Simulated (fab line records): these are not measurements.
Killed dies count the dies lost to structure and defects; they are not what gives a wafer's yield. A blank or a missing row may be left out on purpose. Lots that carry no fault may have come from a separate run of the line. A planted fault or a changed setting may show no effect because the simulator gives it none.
Matching of chambers / flow sky130 / SKY_VIA3_ETCH_14 on rie-diel-04 has 4 sister chambers
The step etches BARC in N2/H2, stops on SiO2, time 45.9 s, target depth 60 nm. 4 wafers are shown with their chamber, then 11 later ones without.

WAFERS, EACH WITH ITS CHAMBER
wafer=L081.3; chamber=2; drypump-motor-current-A (A)=6.25
wafer=L089.2; chamber=3; drypump-motor-current-A (A)=6.19
wafer=L089.3; chamber=0; drypump-motor-current-A (A)=5.51
wafer=L089.4; chamber=1; drypump-motor-current-A (A)=6.07

WAFERS WITH NO CHAMBER GIVEN
wafer=L089.5; drypump-motor-current-A (A)=5.56
wafer=L089.6; drypump-motor-current-A (A)=6.21
wafer=L092.1; drypump-motor-current-A (A)=6.20
wafer=L092.4; drypump-motor-current-A (A)=6.09
wafer=L092.5; drypump-motor-current-A (A)=6.21
wafer=L094.1; drypump-motor-current-A (A)=6.20
wafer=L094.3; drypump-motor-current-A (A)=6.08
wafer=L094.4; drypump-motor-current-A (A)=5.51
wafer=L096.3; drypump-motor-current-A (A)=6.22
wafer=L096.4; drypump-motor-current-A (A)=6.05
wafer=L096.5; drypump-motor-current-A (A)=6.24

WHICH CHAMBER EACH WENT THROUGH
wafer=L089.5; from the rows above=0; in truth=0
wafer=L089.6; from the rows above=can't be placed: 3 or 2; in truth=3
wafer=L092.1; from the rows above=can't be placed: 3 or 2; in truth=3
wafer=L092.4; from the rows above=1; in truth=1
wafer=L092.5; from the rows above=can't be placed: 3 or 2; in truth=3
wafer=L094.1; from the rows above=can't be placed: 3 or 2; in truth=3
wafer=L094.3; from the rows above=1; in truth=1
wafer=L094.4; from the rows above=0; in truth=0
wafer=L096.3; from the rows above=can't be placed: 3 or 2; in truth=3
wafer=L096.4; from the rows above=1; in truth=1
wafer=L096.5; from the rows above=can't be placed: 2 or 3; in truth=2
Correctly placed: 5 of 11. From these rows, 6 cannot be placed; in 6 the true chamber is one of the candidates. Placed wrongly: 0.
How it was worked out, from the rows above alone: a wafer's distance from a chamber is the root of the sum, over the readings, of the square of ((its reading less the chamber's mean) divided by the reading's scatter). The wafer belongs to the nearest chamber; if the next one is less than 2 further off, it can't be placed. For every chamber, the mean is computed from those of its wafers that are shown. The scatter: root of mean squared gap, hidden wafer to nearest shown wafer, with one shown wafer a chamber.
